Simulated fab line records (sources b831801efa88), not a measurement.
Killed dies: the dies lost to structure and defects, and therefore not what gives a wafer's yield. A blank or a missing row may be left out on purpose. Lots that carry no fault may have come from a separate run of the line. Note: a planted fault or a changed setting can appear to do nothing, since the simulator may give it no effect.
fab line records -- flow sky130
[record] lots = 5, wafers = 15, lastDay = 50
route steps=708 shown FIELD_ISO@6 PAD_OPEN@708
lots that met no fault: from a run of the same line without faults
startH: the number of hours between the record's first day and the start of the first shown wafer of the lot -- waitH: how many hours have passed since the lot's step before this one -- " the same as in the row above -- L1.1+2: a row that stands for several wafers -- - value missing, or start not given -- * or withheld: withheld -- < > ~ a bound
route shown NAME@n: names a module that has steps shown in the file, with the first one's number in the route -- usual: mean/standard deviation taken from wafers without a fault -- same: alike in all rows -- chamber/n: place in a boat -- sites: per-site readings -- _std_site: standard deviation across them -- _edge_site: mean of outer sites minus mean of inner sites -- radiusMm: for every site, how far away it sits from the centre of the wafer -- mask NAME#n: copy n -- behind: tool/chamber where the wafer was last shaped -- hold: why the lot went on hold/how many hours it stayed there/how the hold came to an end -- device: the transistor (n, p or np) that didn't switch -- end of line: tests run on the same wafers once the route is complete -- a step with no rows: only its recipe -- killed: the dies lost at the first sort to structure and to defects; this is not the yield of the wafer -- map: dies across one wafer; x = killed, . = not, _ = none there
set.NAME: setting as actually run; set.NAME@STEP: the setting as run at that earlier step -- model.NAME: the simulator's own value behind a step, which no gauge read
lots at selected steps of the route; one table per step, one row per wafer
services: from which hour (startH, from the record's first day; less than 0 if before it) a tool's chamber was out of use, for how many hours, and why
[[steps]]
[step SKY_FIELD_ISO_DEHYDRATE_05]
[recipe] tempC = 200, timeS = 60
[step SKY_FIELD_ISO_HMDS_06]
[recipe] primeTimeS = 60, primeTempC = 120
[step SKY_FIELD_ISO_COAT_07]
[recipe] resist = BARC, tempC = withheld, timeS = withheld, spinRpm = 3000, resistThkNm = 60
[step SKY_FIELD_ISO_COAT_08]
[recipe] resist = KrF-thick, spinRpm = 3000, resistThkNm = 445.9
[step SKY_FIELD_ISO_SOFTBAKE_09]
[recipe] tempC = 100, timeS = 90, resist = KrF-thick
[step SKY_FIELD_ISO_EXPOSE_10]
[recipe] maskId = FOM, na = 0.68, sourceShape = annular, sigmaInner = 0.4, sigmaOuter = 0.8, targetCdNm = 150, doseMj = 28
[step SKY_FIELD_ISO_PEB_11]
[recipe] pebTempC = withheld, pebTimeS = withheld, resist = KrF-thick
[step SKY_FIELD_ISO_DEVELOP_12]
[recipe] developTimeS = 60, resist = KrF-thick, devTempC = 21
[step SKY_FIELD_ISO_CD_MEAS_13]
[recipe] targetCdNm = 150
[usual] cdNm = 150.4/1.4
lot.wafer,tool,chamber,startH,waitH,cdNm
L375.1,cdSem-01,-,51.09,-,150.2
L375.5,cdSem-01,-,51.09,-,149.3
L375.6,cdSem-01,-,51.09,-,150.7
L384.1,cdSem-01,-,97.14,-,150.6
L384.2,cdSem-01,-,97.14,-,148.5
L384.5,cdSem-01,-,97.14,-,149.1
L388.2,cdSem-01,-,116.73,-,151.6
L388.4,cdSem-01,-,116.73,-,150.8
L388.5,cdSem-01,-,116.73,-,151.0
L389.2,cdSem-01,-,123.73,-,151.6
L389.4,cdSem-01,-,123.73,-,151.3
L389.6,cdSem-01,-,123.73,-,150.9
L394.1,cdSem-02,-,147.69,-,150.8
L394.3,cdSem-02,-,147.69,-,152.0
L394.6,cdSem-02,-,147.69,-,151.3
[step SKY_FIELD_ISO_ETCH_14]
[recipe] chemistry = N2/H2, target = BARC, ionEnergyEv = 200, sourceW = 500, biasW = 100, pressureMtorr = 30, n2FlowSccm = 100, h2FlowSccm = 200, stopOn = SiO2, timeS = 45.9, targetDepthA = 600
[usual] biasW = 100.0/0.3, drypumpMotorCurrentA = 5.6/0.47, oesProductAu = 0.854/0.0045, throttleValvePct = 13.225/0.0088
lot.wafer,tool,chamber,startH,waitH,biasW,drypumpMotorCurrentA,oesProductAu,rfHoursCounterH,throttleValvePct
L375.1,rieDiel-01,2,51.21,0.1,100.1,5.6,0.849,122,13.235
L375.5,rieDiel-01,1,51.21,0.1,100.0,5.1,0.852,-,13.238
L375.6,rieDiel-01,0,51.21,0.1,100.0,5.9,0.846,-,13.235
L384.1,rieDiel-03,2,97.26,0.1,100.0,5.4,0.853,81,13.220
L384.2,rieDiel-03,1,97.26,0.1,99.8,6.5,0.847,85,13.221
L384.5,rieDiel-03,2,97.26,0.1,99.7,5.4,0.851,-,13.229
L388.2,rieDiel-01,3,116.83,0.1,100.2,5.5,0.863,74,13.234
L388.4,rieDiel-01,2,116.83,0.1,99.5,5.7,0.865,123,13.219
L388.5,rieDiel-01,0,116.83,0.1,99.8,5.9,0.862,-,13.220
L389.2,rieDiel-03,1,123.83,0.1,100.2,6.5,0.851,86,13.239
L389.4,rieDiel-03,3,123.83,0.1,100.3,5.9,0.850,50,13.235
L389.6,rieDiel-03,1,123.83,0.1,100.1,6.5,0.844,-,13.231
L394.1,rieDiel-04,2,147.81,0.1,100.0,4.8,0.847,2,13.210
L394.3,rieDiel-04,0,147.81,0.1,100.2,5.5,0.851,105,13.218
L394.6,rieDiel-04,0,147.81,0.1,100.2,5.5,0.856,-,13.220
[step SKY_FIELD_ISO_ETCH_15]
[recipe] chemistry = CHF3/O2, targetDepthNm = 180, stopOn = Si, sourceW = 600, biasW = 200, pressureMtorr = 40, chf3FlowSccm = 50, O2_flow_sccm = 5, timeS = 72
[usual] biasW = 199.9/0.55, drypumpMotorCurrentA = 5.6/0.47, oesProductAu = 0.948/0.0067, throttleValvePct = 8.844/0.0097
lot.wafer,tool,chamber,startH,waitH,biasW,drypumpMotorCurrentA,oesProductAu,rfHoursCounterH,throttleValvePct
L375.1,rieDiel-01,2,51.25,0.0,200.2,5.6,0.944,122,8.842
L375.5,rieDiel-01,1,51.25,0.0,200.1,5.1,0.937,-,8.843
L375.6,rieDiel-01,0,51.25,0.0,199.8,5.9,0.955,-,8.845
L384.1,rieDiel-03,2,97.30,0.0,200.1,5.4,0.958,82,8.844
L384.2,rieDiel-03,1,97.30,0.0,199.7,6.5,0.953,85,8.845
L384.5,rieDiel-03,2,97.30,0.0,200.9,5.4,0.952,-,8.865
L388.2,rieDiel-01,3,116.87,0.0,199.4,5.5,0.930,74,8.834
L388.4,rieDiel-01,2,116.87,0.0,199.3,5.6,0.937,123,8.837
L388.5,rieDiel-01,0,116.87,0.0,199.9,5.9,0.949,-,8.838
L389.2,rieDiel-03,1,123.87,0.0,199.7,6.5,0.946,86,8.858
L389.4,rieDiel-03,3,123.87,0.0,200.4,5.9,0.947,50,8.855
L389.6,rieDiel-03,1,123.87,0.0,200.3,6.5,0.946,-,8.847
L394.1,rieDiel-04,2,147.85,0.0,200.6,4.9,0.946,2,8.831
L394.3,rieDiel-04,0,147.85,0.0,199.4,5.5,0.948,105,8.853
L394.6,rieDiel-04,0,147.85,0.0,199.5,5.5,0.949,-,8.827
[step SKY_FIELD_ISO_STRIP_16]
[recipe] chemistry = O2/N2, powerW = 1400, pressureMtorr = 1500, platenTempC = withheld, o2FlowSccm = 3000, n2FlowSccm = 300, overashFraction = 0.5
[usual] drypumpMotorCurrentA = 5.9/0.41, oesProductAu = 0.375/0.0047, stripTimeToEndpointS = 3.497/0.026
lot.wafer,tool,chamber,startH,waitH,drypumpMotorCurrentA,oesProductAu,rfHoursCounterH,stripTimeToEndpointS
L375.1,plasmaAsher-02,0,51.31,0.0,5.2,0.383,39,3.578
L375.5,plasmaAsher-02,1,51.31,0.0,6.1,0.380,-,3.528
L375.6,plasmaAsher-02,0,51.31,0.0,5.2,0.369,-,3.548
L384.1,plasmaAsher-01,1,97.36,0.0,6.0,0.373,39,3.518
L384.2,plasmaAsher-01,0,97.36,0.0,6.5,0.376,39,3.492
L384.5,plasmaAsher-01,1,97.36,0.0,6.0,0.380,-,3.509
L388.2,plasmaAsher-01,1,116.93,0.0,6.0,0.376,42,3.518
L388.4,plasmaAsher-01,0,116.93,0.0,6.5,0.377,-,3.537
L388.5,plasmaAsher-01,1,116.93,0.0,6.0,0.376,-,3.498
L389.2,plasmaAsher-03,1,123.93,0.0,5.7,0.373,27,3.507
L389.4,plasmaAsher-03,1,123.93,0.0,5.6,0.383,-,3.509
L389.6,plasmaAsher-03,0,123.93,0.0,5.6,0.376,-,3.489
L394.1,plasmaAsher-01,1,147.91,0.0,6.0,0.374,46,3.481
L394.3,plasmaAsher-01,0,147.91,0.0,6.5,0.378,-,3.467
L394.6,plasmaAsher-01,0,147.91,0.0,6.5,0.370,-,3.468
[step SKY_FIELD_ISO_ETCH_17]
[recipe] targetDepthA = 3420, maskMaterial = Si3N4, chemistry = HBr/Cl2/O2, target = Si, taperDeg = 5, icpW = 600, biasW = 150, pressureMtorr = 15, HBr_flow_sccm = 150, Cl2_flow_sccm = 40, O2_flow_sccm = 6, timeS = 97.7
[usual] biasW = 150.0/0.45, drypumpMotorCurrentA = 5.64/0.29, oesProductAu = 0.998/0.009, throttleValvePct = 25.658/0.0097
lot.wafer,tool,chamber,startH,waitH,biasW,drypumpMotorCurrentA,oesProductAu,rfHoursCounterH,throttleValvePct,model.FIELD_ISO.featureDepthNm,model.etch.depthNm,model.Si3N4_of_FIELD_ISO_CVD_03.thkNm
L375.1,rieSi-01,0,51.41,0.1,149.7,5.68,0.983,128,25.685,333.9,333.9,151.7
L375.5,rieSi-01,3,51.41,0.1,150.1,5.73,0.990,-,25.677,334.3,334.3,150
L375.6,rieSi-01,0,51.41,0.1,149.9,5.67,0.989,-,25.664,337.1,337.1,151.3
L384.1,rieSi-01,2,97.46,0.1,150.1,6.08,1.002,128,25.641,343.6,343.6,153.2
L384.2,rieSi-01,3,97.46,0.1,217.6,5.78,1.034,3,25.612,365.9,365.9,149.5
L384.5,rieSi-01,1,97.46,0.1,149.4,5.73,0.990,-,25.659,339.2,339.1,153.9
L388.2,rieSi-02,0,117.03,0.1,149.9,5.33,0.994,103,25.674,340,340,146.7
L388.4,rieSi-02,3,117.03,0.1,149.8,5.80,1.001,121,25.652,338.7,338.7,147.2
L388.5,rieSi-02,0,117.03,0.1,149.6,5.32,0.991,-,25.655,340.6,340.6,148.6
L389.2,rieSi-02,2,124.03,0.1,150.3,5.49,1.014,64,25.656,343.1,343.1,150.1
L389.4,rieSi-02,3,124.03,0.1,150.3,5.78,0.984,121,25.660,340.3,340.3,151.1
L389.6,rieSi-02,2,124.03,0.1,149.5,5.49,1.004,-,25.641,342,342,150.7
L394.1,rieSi-02,0,148.01,0.1,150.2,5.31,0.995,103,25.660,341.8,341.8,148.6
L394.3,rieSi-02,2,148.01,0.1,149.9,5.47,0.991,64,25.650,339.4,339.4,150.7
L394.6,rieSi-02,1,148.01,0.1,149.8,5.18,1.012,-,25.661,345.8,345.8,149.8
[step SKY_FIELD_ISO_WET_ETCH_18]
[recipe] chemistry = H3PO4, targetDepthNm = 25, tempC = 160, target = Si3N4, timeS = 286
[step SKY_FIELD_ISO_CLEAN_19]
[recipe] chemistry = SC1/SC2, mix = 1:4:20, tempC = 70, timeS = 150
[step SKY_FIELD_ISO_CLEAN_20]
[recipe] chemistry = dHF, timeS = 20, dilution = 100:1
[step SKY_FIELD_ISO_WET_ETCH_21]
[recipe] chemistry = dHF, dilution = 100:1, targetDepthNm = 20, dry = ipaMarangoni, target = SiO2, tempC = 25, timeS = 391.8
[step SKY_FIELD_ISO_OXIDATION_22]
[recipe] tempC = 950, ambient = O2, stabiliseS = 600, purgeS = 300, targetThkA = 100, oxTimeS = 623
[step SKY_FIELD_ISO_THK_MEAS_23]
[recipe] reads = SiO2_of_FIELD_ISO_OXIDATION_22
[usual] FIELD_ISO_OXIDATION_01_THK = 10.00/0.24
lot.wafer,tool,chamber,startH,waitH,FIELD_ISO_OXIDATION_01_THK[nm]
L375.1,filmMetro-03,-,52.93,0.0,10.01
L375.5,filmMetro-03,-,52.93,0.0,10.03
L375.6,filmMetro-03,-,52.93,0.0,9.97
L384.1,filmMetro-02,-,99.04,0.0,9.73
L384.2,filmMetro-02,-,99.04,0.0,9.46
L384.5,filmMetro-02,-,99.04,0.0,9.71
L388.2,filmMetro-03,-,119.50,0.0,10.06
L388.4,filmMetro-03,-,119.50,0.0,10.22
L388.5,filmMetro-03,-,119.50,0.0,10.11
L389.2,filmMetro-01,-,125.64,0.0,9.81
L389.4,filmMetro-01,-,125.64,0.0,9.80
L389.6,filmMetro-01,-,125.64,0.0,9.97
L394.1,filmMetro-02,-,150.16,0.0,10.06
L394.3,filmMetro-02,-,150.16,0.0,9.87
L394.6,filmMetro-02,-,150.16,0.0,9.92
[step SKY_FIELD_ISO_CVD_24]
[recipe] material = SiO2, targetThkNm = 595, tempC = 650, sigmaOpenFrac = 0.3, timeS = 99.2, sih4FlowSccm = 60, pressureMtorr = 6
[step SKY_FIELD_ISO_THK_MEAS_25]
[recipe] reads = SiO2_of_FIELD_ISO_CVD_24
[usual] FIELD_ISO_CVD_24_THK = 599/5.7
lot.wafer,tool,chamber,startH,waitH,FIELD_ISO_CVD_24_THK[nm]
L375.1,filmMetro-03,-,53.06,0.0,605
L375.5,filmMetro-03,-,53.06,0.0,610
L375.6,filmMetro-03,-,53.06,0.0,600
L384.1,filmMetro-01,-,99.17,0.0,596
L384.2,filmMetro-01,-,99.17,0.0,596
L384.5,filmMetro-01,-,99.17,0.0,595
L388.2,filmMetro-02,-,119.63,0.0,593
L388.4,filmMetro-02,-,119.63,0.0,593
L388.5,filmMetro-02,-,119.63,0.0,602
L389.2,filmMetro-03,-,125.77,0.0,594
L389.4,filmMetro-03,-,125.77,0.0,603
L389.6,filmMetro-03,-,125.77,0.0,608
L394.1,filmMetro-03,-,150.29,0.0,599
L394.3,filmMetro-03,-,150.29,0.0,598
L394.6,filmMetro-03,-,150.29,0.0,599
[step SKY_FIELD_ISO_ANNEAL_26]
[recipe] tempC = 1000, timeS = 1800, ambient = N2
[step SKY_FIELD_ISO_CMP_27]
[recipe] stopOn = Si3N4, tOverpolishS = 16, downForcePsi = 4, platenRpm = 60, targetThkNm = 457.8, padVelocityMS = 0.94248
[usual] headPressurePsi = 3.999/0.0085, motorCurrentA = 11.8/0.97, overpolishRunS = 16.000/0.0093, timeToEndpointS = 111/3
lot.wafer,tool,chamber,startH,waitH,headPressurePsi,motorCurrentA,overpolishRunS,timeToEndpointS
L375.1,cmp-02,3,54.72,0.1,3.992,10.1,15.977,108
L375.5,cmp-02,1,54.72,0.1,3.997,12.5,15.999,110
L375.6,cmp-02,2,54.72,0.1,3.996,12.8,15.982,105
L384.1,cmp-02,3,101.89,0.0,3.984,10.0,16.012,117
L384.2,cmp-02,1,101.89,0.0,3.991,12.5,15.997,116
L384.5,cmp-02,3,101.89,0.0,3.992,10.0,16.004,116
L388.2,cmp-02,2,121.55,0.0,3.995,12.6,16.004,110
L388.4,cmp-02,1,121.55,0.0,4.017,12.7,15.981,111
L388.5,cmp-02,2,121.55,0.0,3.999,12.8,15.996,112
L389.4,cmp-02,3,127.37,0.1,3.999,10.6,15.989,113
L389.2,cmp-02,1,127.37,0.1,3.989,13.2,16.002,109
L389.6,cmp-02,3,127.37,0.1,4.003,10.1,16.018,115
L394.3,cmp-01,1,154.52,0.1,3.993,11.4,16.003,113
L394.1,cmp-01,2,154.52,0.1,3.995,11.7,16.008,112
L394.6,cmp-01,1,154.52,0.1,3.998,12.0,16.008,113
[step SKY_FIELD_ISO_WET_ETCH_28]
[recipe] chemistry = dHF, targetDepthNm = 23.7, target = SiO2, dilution = 10:1, tempC = 25, timeS = 47
lot.wafer,tool,chamber,startH,waitH,model.Si3N4_of_FIELD_ISO_CVD_03.thkNm
L375.1,wetBench-04,1,54.92,0.1,120.7
L375.5,wetBench-04,1,54.92,0.1,119
L375.6,wetBench-04,1,54.92,0.1,120.4
L384.1,wetBench-03,1,102.19,0.2,121.7
L384.2,wetBench-03,1,102.19,0.2,118.1
L384.5,wetBench-03,1,102.19,0.2,122.6
L388.2,wetBench-03,0,121.85,0.2,116.1
L388.4,wetBench-03,0,121.85,0.2,116.4
L388.5,wetBench-03,0,121.85,0.2,117.7
L389.2,wetBench-01,2,127.62,0.1,118.5
L389.4,wetBench-01,2,127.62,0.1,119.6
L389.6,wetBench-01,2,127.62,0.1,119.3
L394.1,wetBench-04,0,154.77,0.1,118.2
L394.3,wetBench-04,0,154.77,0.1,120.4
L394.6,wetBench-04,0,154.77,0.1,119.3
[step SKY_FIELD_ISO_WET_ETCH_29]
[recipe] chemistry = H3PO4, targetDepthNm = 160, target = Si3N4, tempC = 160, timeS = 1825
[step SKY_PAD_OPEN_PROBE_99]
[usual] killed_at_M0_to_M3 = 44/7.5, killed_at_M4_up = 3.1/1.7, killedAtContacts = 24/6.2, killedAtFrontEnd = 15/4.2, killedAtOther = 0.4/0.58, killedDies = 85/10, killedOpen = 47/7.7, killedShort = 38/6.4
[same] grossDies = 492, killedAtBackSide = 0
lot.wafer,tool,chamber,startH,waitH,killed_at_M0_to_M3,killed_at_M4_up,killedAtContacts,killedAtFrontEnd,killedAtOther,killedDies,killedOpen,killedShort,model.etest.res_p_drift_20v.lineOhmUm,model.etest.res_p_drift_20v.rsOhmSq,model.etest.pfet_16v.rOnOhmUm,model.etest.resIsoPwell.rsOhmSq,model.etest.resIsoPwell.lineOhmUm,model.etest.resNwell.lineOhmUm,model.etest.resNwell.rsOhmSq,model.etest.pfet_16v.driveUaUm
L375.1,prober-01,-,1095.54,0.1,61,2,16,13,1,93,38,55,1.155e+04,9460,1.486e+04,3062,1172,1084,910.4,255.7
L375.5,prober-01,-,1095.74,0.2,54,4,16,16,0,90,56,34,1.149e+04,9545,1.482e+04,3092,1163,1081,913.6,257.3
L375.6,prober-01,-,1095.79,0.2,50,8,30,21,0,109,64,45,1.169e+04,9615,1.485e+04,3127,1182,1082,909.1,253.8
L384.1,prober-02,-,1154.13,0.1,46,3,31,8,1,89,48,41,1.094e+04,9213,1.512e+04,2992,1134,1153,977.6,247.6
L384.2,prober-02,-,1154.18,0.1,51,7,35,8,0,101,53,48,1.249e+04,1.035e+04,1.584e+04,3465,1304,1254,1044,242.8
L384.5,prober-02,-,1154.33,0.2,37,6,35,12,0,90,61,29,1.065e+04,9026,1.496e+04,2910,1097,1146,952.6,255.5
L388.2,prober-02,-,1171.75,0.1,43,2,27,15,0,87,42,45,1.206e+04,1.015e+04,1.474e+04,3148,1178,1108,944.7,254.8
L388.4,prober-02,-,1171.85,0.2,51,3,27,16,1,98,57,41,1.205e+04,1e+04,1.482e+04,3098,1180,1106,928.2,259
L388.5,prober-02,-,1171.90,0.2,42,2,34,21,1,100,59,41,1.235e+04,1.027e+04,1.494e+04,3137,1203,1115,935.3,255
L389.2,prober-01,-,1175.85,0.1,46,3,28,12,0,89,49,40,1.095e+04,9238,1.516e+04,2962,1121,1224,1017,245.6
L389.4,prober-01,-,1175.95,0.2,44,5,16,13,1,79,45,33,1.109e+04,9141,1.52e+04,2897,1074,1209,999.2,245.2
L389.6,prober-01,-,1176.05,0.2,44,2,19,12,0,77,40,37,1.106e+04,9259,1.511e+04,2960,1113,1213,1011,247.4
L394.1,prober-01,-,1207.99,0.1,64,1,24,15,0,104,55,49,1.223e+04,1.044e+04,1.474e+04,3157,1192,1071,897.1,258.2
L394.3,prober-01,-,1208.09,0.2,45,3,34,12,1,95,60,35,1.245e+04,1.048e+04,1.476e+04,3138,1193,1074,898.5,260.9
L394.6,prober-01,-,1208.24,0.2,39,3,26,17,0,85,46,39,1.281e+04,1.08e+04,1.487e+04,3260,1222,1053,901.7,257.2
// killed by level:class
L375.1 VIA1:geometricParticle:open=14 METAL1:geometricParticle:short=10 METAL2:geometricParticle:short=8 VIA1:geometricParticle:short=8 VIA3:geometricParticle:short=7 POLY_GATE:geometricParticle:short=6 LI_CONTACT:geometricParticle:short=5 VIA2:geometricParticle:open=5
L375.5 VIA1:geometricParticle:open=17 VIA1:geometricParticle:short=9 CONTACT:geometricParticle:open=8 VIA2:geometricParticle:open=8 POLY_GATE:geometricParticle:short=5 POLY_GATE:geometricParticle:open=5 METAL1:geometricParticle:short=4 METAL2:geometricParticle:short=4
L375.6 VIA1:geometricParticle:open=16 CONTACT:geometricParticle:open=9 LI_CONTACT:geometricParticle:open=8 VIA3:geometricParticle:open=8 CONTACT:geometricParticle:short=7 METAL2:geometricParticle:short=6 POLY_GATE:geometricParticle:short=6 VIA2:geometricParticle:open=6
L384.1 VIA1:geometricParticle:open=11 CONTACT:geometricParticle:open=10 METAL2:geometricParticle:short=10 VIA2:geometricParticle:open=8 LI_CONTACT:geometricParticle:open=7 FIELD_ISO:geometricParticle:short=6 LI_CONTACT:geometricParticle:short=5 CONTACT:geometricParticle:short=5
L384.2 CONTACT:geometricParticle:open=14 VIA1:geometricParticle:open=14 LI_CONTACT:geometricParticle:open=10 METAL2:geometricParticle:short=10 VIA1:geometricParticle:short=6 VIA2:geometricParticle:open=5 CONTACT:geometricParticle:short=5 POLY_GATE:geometricParticle:short=3
L384.5 CONTACT:geometricParticle:open=15 VIA1:geometricParticle:open=11 VIA2:geometricParticle:open=8 LI_CONTACT:geometricParticle:open=6 VIA3:geometricParticle:open=6 POLY_GATE:geometricParticle:open=5 LOCAL_INTERCONNECT:geometricParticle:short=5 VIA1:geometricParticle:short=5
L388.2 CONTACT:geometricParticle:open=10 VIA1:geometricParticle:open=7 LOCAL_INTERCONNECT:geometricParticle:short=6 VIA3:geometricParticle:short=6 METAL2:geometricParticle:short=6 FIELD_ISO:geometricParticle:short=5 POLY_GATE:geometricParticle:open=4 LI_CONTACT:geometricParticle:short=4
L388.4 CONTACT:geometricParticle:open=11 VIA2:geometricParticle:open=11 VIA1:geometricParticle:open=10 METAL1:geometricParticle:short=9 VIA3:geometricParticle:open=8 LI_CONTACT:geometricParticle:open=6 POLY_GATE:geometricParticle:short=5 CONTACT:geometricParticle:short=5
L388.5 CONTACT:geometricParticle:open=17 VIA3:geometricParticle:open=9 LI_CONTACT:geometricParticle:open=8 VIA1:geometricParticle:open=8 FIELD_ISO:geometricParticle:open=6 FIELD_ISO:geometricParticle:short=6 METAL2:geometricParticle:short=6 VIA3:geometricParticle:short=6
L389.2 LI_CONTACT:geometricParticle:open=11 VIA1:geometricParticle:open=9 CONTACT:geometricParticle:short=8 METAL1:geometricParticle:short=8 VIA2:geometricParticle:open=8 CONTACT:geometricParticle:open=6 VIA3:geometricParticle:open=6 POLY_GATE:geometricParticle:short=4
L389.4 VIA1:geometricParticle:open=13 METAL1:geometricParticle:short=9 CONTACT:geometricParticle:open=6 VIA3:geometricParticle:open=6 VIA2:geometricParticle:open=5 CONTACT:geometricParticle:short=5 METAL2:geometricParticle:short=5 LI_CONTACT:geometricParticle:short=4
L389.6 VIA1:geometricParticle:open=12 CONTACT:geometricParticle:open=7 VIA1:geometricParticle:short=7 LI_CONTACT:geometricParticle:open=5 VIA2:geometricParticle:short=4 VIA2:geometricParticle:open=4 VIA3:geometricParticle:open=4 FIELD_ISO:geometricParticle:open=3
L394.1 VIA1:geometricParticle:open=11 VIA3:geometricParticle:open=10 VIA2:geometricParticle:open=9 METAL2:geometricParticle:short=9 LI_CONTACT:geometricParticle:open=8 CONTACT:geometricParticle:open=6 METAL1:geometricParticle:short=6 POLY_GATE:geometricParticle:short=5
L394.3 CONTACT:geometricParticle:open=20 VIA1:geometricParticle:open=10 VIA2:geometricParticle:open=10 LI_CONTACT:geometricParticle:open=6 METAL1:geometricParticle:short=5 VIA3:geometricParticle:open=5 POLY_GATE:geometricParticle:short=4 CONTACT:geometricParticle:short=4
L394.6 CONTACT:geometricParticle:open=13 VIA1:geometricParticle:open=9 VIA3:geometricParticle:open=8 POLY_GATE:geometricParticle:short=6 POLY_GATE:geometricParticle:open=5 VIA2:geometricParticle:open=5 CONTACT:geometricParticle:short=5 FIELD_ISO:geometricParticle:short=4
[[services]]
tool,chamber,startH,hours,kind
plasmaAsher-02,-,27.48,2.8,pm
cmp-01,-,42.45,0.9,repair
rieDiel-01,2,53.80,4.2,repair
rieDiel-01,0,62.57,3.7,repair
cmp-01,-,64.17,4.0,pm
rieSi-02,3,66.07,4.4,repair
plasmaAsher-02,-,69.87,3.5,repair
plasmaAsher-03,-,77.84,21.3,repair
plasmaAsher-01,-,86.72,2.8,pm
rieSi-01,3,86.88,8.1,repair
rieDiel-01,1,88.16,7.1,repair
rieDiel-04,2,93.11,4.1,repair
rieDiel-04,2,101.83,4.1,repair
rieDiel-01,0,103.73,8.1,repair
cmp-02,-,104.83,5.3,pm
rieDiel-04,1,105.29,2.8,repair
cmp-02,-,110.12,6.2,pm
plasmaAsher-02,-,110.65,5.4,repair
plasmaAsher-03,-,112.16,11.3,repair
rieDiel-04,3,121.75,4.4,repair
wetBench-04,-,126.11,3.3,repair
plasmaAsher-03,-,128.24,2.5,repair
cmp-02,-,138.19,1.1,repair
plasmaAsher-03,-,138.45,2.4,repair
[[key]]
[firstSign] step = SKY_FIELD_ISO_ETCH_17, reading = biasW, direction = up, sigmas = 99+, usual = 150.0, struck = 217.6
[effect] step = SKY_FIELD_ISO_ETCH_17, reading = throttleValvePct, direction = down, sigmas = 4.7, usual = 25.658, struck = 25.612
[modelEffect] step = SKY_FIELD_ISO_ETCH_17, value = FIELD_ISO.featureDepthNm, without = 337.2, struck = 365.9
[modelEffect] step = SKY_FIELD_ISO_WET_ETCH_28, value = Si3N4_of_FIELD_ISO_CVD_03.thkNm, without = 122.3, struck = 118.1
[modelEffect] step = SKY_PAD_OPEN_PROBE_99, value = etest.res_p_drift_20v.lineOhmUm, without = 1.067e+04, struck = 1.249e+04
metAt SKY_FIELD_ISO_ETCH_17
struckWafers L384.2
testerLeftOut L384
onsetBetween 51.41 97.46
[fault] kind = processParameterDrift, tool = rieSi-01, chamber = 3, onsetH = 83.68, steps = SKY_FIELD_ISO_ETCH_17, channel = biasW, offset = 68.076, shape = step, endH = 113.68, actsIn = theseRecipesOnly, stated = 150
// testerLeftOut: of these lots the tester's yield and bins aren't shown, on N5 and GAA mostly nor the transistor test; their killed dies are dies lost to structure and defects alone, not to doping, threshold or leakage, so they don't give the yield
